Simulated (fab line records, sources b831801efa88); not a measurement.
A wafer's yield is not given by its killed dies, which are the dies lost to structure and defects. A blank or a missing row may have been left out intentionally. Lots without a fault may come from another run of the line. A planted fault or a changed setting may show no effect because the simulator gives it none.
Which tool is to blame? + flow gf180mcu + 11 lots with 32 wafers sampled at 5 steps, on a route of 602 steps

== WHAT THE GAUGES READ, wafer by wafer ==
GF_STI_BOW_MEAS_00. Usual: for INCOMING_BOW the level is -1 um and the standard deviation is 6.
| lot  | measured    | on           | INCOMING_BOW (um) | flag |
|------|-------------|--------------|-------------------|------|
| L562 | day 1 10:04 | filmMetro-04 | 7 -4 8            |      |
| L563 | day 1 15:01 | filmMetro-01 | 4 -3 -4           |      |
| L564 | day 1 20:00 | filmMetro-01 | -8 -7 2           |      |
| L565 | day 2 01:00 | filmMetro-02 | 6 -2 -5           |      |
| L566 | day 2 06:00 | filmMetro-04 | 1 -19 11          |      |
| L573 | day 3 17:04 | filmMetro-02 | -8 -9             |      |
| L575 | day 4 03:02 | filmMetro-01 | -13 -1 -6         |      |
| L577 | day 4 13:02 | filmMetro-01 | -3 -6 -9          |      |
| L581 | day 5 09:01 | filmMetro-01 | 0 8 -8            |      |
| L583 | day 5 19:02 | filmMetro-02 | 7 -2 0            |      |
| L584 | day 6 00:00 | filmMetro-01 | 8 10 4            |      |

GF_STI_THK_MEAS_24. Usual: for STI_CVD_23_THK the level is 650 nm and the standard deviation is 5.8.
| lot  | measured    | on           | STI_CVD_23_THK (nm) | flag |
|------|-------------|--------------|---------------------|------|
| L562 | day 2 03:46 | filmMetro-01 | 663 655 666         |      |
| L563 | day 2 07:59 | filmMetro-02 | 647 648 646         |      |
| L564 | day 2 14:49 | filmMetro-04 | 650 653 658         |      |
| L565 | day 2 20:20 | filmMetro-04 | 646 647 644         |      |
| L566 | day 2 23:53 | filmMetro-01 | 648 652 652         |      |
| L573 | day 4 11:20 | filmMetro-02 | 648 464             | OFF  |
| L575 | day 5 00:43 | filmMetro-02 | 645 646 648         |      |
| L577 | day 5 08:35 | filmMetro-01 | 653 653 651         |      |
| L581 | day 6 06:39 | filmMetro-02 | 653 648 649         |      |
| L583 | day 6 17:11 | filmMetro-04 | 650 649 659         |      |
| L584 | day 6 21:34 | filmMetro-04 | 647 645 651         |      |

GF_NWELL_OVL_MEAS_07. Usual: for NWELL_OVL the level is -0.9 nm and the standard deviation is 1.4.
| lot  | measured    | on         | NWELL_OVL (nm) | flag |
|------|-------------|------------|----------------|------|
| L562 | day 3 07:52 | overlay-01 | -2.0 -0.9 -3.5 |      |
| L563 | day 3 11:38 | overlay-02 | -0.4 -2.8 -3.0 |      |
| L564 | day 3 18:54 | overlay-01 | -1.7 -2.1 0.3  |      |
| L565 | day 4 01:54 | overlay-01 | 0.3 -1.5 1.2   |      |
| L566 | day 4 04:35 | overlay-01 | 0.0 0.1 0.2    |      |
| L573 | day 5 16:31 | overlay-01 | 0.7            |      |
| L575 | day 6 07:19 | overlay-01 | -2.5 -2.0 0.7  |      |
| L577 | day 6 20:01 | overlay-01 | -1.6 -2.1 -2.0 |      |
| L581 | day 7 16:17 | overlay-01 | -2.2 -1.5 -2.2 |      |
| L583 | day 8 04:02 | overlay-02 | -2.0 -3.5 -2.9 |      |
| L584 | day 8 07:26 | overlay-01 | -2.1 0.5 -0.1  |      |

== EACH LOT AND THE TOOL THAT RAN IT (in order: tool; ch and the chambers of the sampled wafers; start) ==
| lot  | GF_STI_CVD_23                   | GF_STI_CMP_25                |
|------|---------------------------------|------------------------------|
| L562 | hdpcvd-02 ch 0,1,2, day 2 03:41 | cmp-02 ch 0,1,3, day 2 03:53 |
| L563 | hdpcvd-01 ch 0,1, day 2 07:55   | cmp-01 ch 0,2,3, day 2 08:05 |
| L564 | hdpcvd-01 ch 1,2, day 2 14:44   | cmp-02 ch 0,1,2, day 2 14:53 |
| L565 | hdpcvd-02 ch 0,1, day 2 20:15   | cmp-02 ch 0,1, day 2 20:26   |
| L566 | hdpcvd-01 ch 1,2, day 2 23:49   | cmp-01 ch 0,1,3, day 3 00:03 |
| L573 | hdpcvd-01 ch 0,2, day 4 11:16   | cmp-01 ch 0,1, day 4 11:28   |
| L575 | hdpcvd-02 ch 0,1, day 5 00:37   | cmp-01 ch 0,1, day 5 00:45   |
| L577 | hdpcvd-02 ch 0,1,2, day 5 08:29 | cmp-02 ch 0,1,2, day 5 08:37 |
| L581 | hdpcvd-02 ch 0,1, day 6 06:34   | cmp-02 ch 0,2,3, day 6 06:55 |
| L583 | hdpcvd-02 ch 1,2, day 6 17:05   | cmp-01 ch 1,2,3, day 6 17:14 |
| L584 | hdpcvd-02 ch 0,1, day 6 21:29   | cmp-02 ch 0,1,3, day 6 21:43 |
- GF_STI_CVD_23: deposits SiO2, target thk 650 nm, time 108.3 s.
- GF_STI_CMP_25: polishes, stops on Si3N4, t overpolish 33 s, target thk 524.6 nm.

== WHAT THE TOOLS THEMSELVES READ (means of the sampled wafers that have a number; where no wafer has one, the mark that the record gives instead) ==
GF_STI_CMP_25. Usual: motorCurrentA 12.1 A, standard deviation 1.7; slurryFlowMlMin 150.0, standard deviation 0.49; timeToEndpointS 122 s, standard deviation 3.9.
| lot  | tool   | motorCurrentA (A) | slurryFlowMlMin | timeToEndpointS (s) | flag |
|------|--------|-------------------|-----------------|---------------------|------|
| L562 | cmp-02 | 11.2              | 150.0           | 124                 |      |
| L563 | cmp-01 | 12.2              | 149.6           | 115                 |      |
| L564 | cmp-02 | 12.2              | 150.4           | 127                 |      |
| L565 | cmp-02 | 12.5              | 149.9           | 124                 |      |
| L566 | cmp-01 | 13.1              | 150.3           | 115                 |      |
| L573 | cmp-01 | 13.2              | 149.9           | 102                 | OFF  |
| L575 | cmp-01 | 14.3              | 150.0           | 121                 |      |
| L577 | cmp-02 | 12.2              | 150.1           | 123                 |      |
| L581 | cmp-02 | 11.0              | 150.5           | 125                 |      |
| L583 | cmp-01 | 13.0              | 150.2           | 126                 |      |
| L584 | cmp-02 | 11.1              | 149.9           | 125                 |      |

== THE ANSWER, worked out from the rows above alone ==
Rule: lot off if the mean of its wafers having a number is beyond 3 standard deviations from the usual mean. A lot without any number at a reading at which 4 lots or more have one is off too. Where the step has rows for the other lots, those lots are counted as sound. After the gauges, taken in route order, come the tools' own readings; for these a lot's mean is taken, as printed above. The first step at which some lot is off is used, and at that step the reading that is off furthest; a lot without a number counts as furthest.
Off: L573, seen at GF_STI_THK_MEAS_24 (STI_CVD_23_THK).
A tool fits if, at a process step before that reading, it ran every lot that is off, and no sound lot after the first of them. The gauges at GF_STI_THK_MEAS_24 aren't tried: what is off there is off at GF_STI_CMP_25 too, on other tools, and a gauge's error can't cause that. One candidate fits, namely hdpcvd-01 at GF_STI_CVD_23. A fault onset in the window from L566 (day 2 23:49, its last sound lot) to L573 (day 4 11:16, its first lot off) fits.

== WHAT THE SIMULATOR PUT IN ==
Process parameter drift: hdpcvd-01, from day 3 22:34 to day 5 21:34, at GF_STI_CVD_23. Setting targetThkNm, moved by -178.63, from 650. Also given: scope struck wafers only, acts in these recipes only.
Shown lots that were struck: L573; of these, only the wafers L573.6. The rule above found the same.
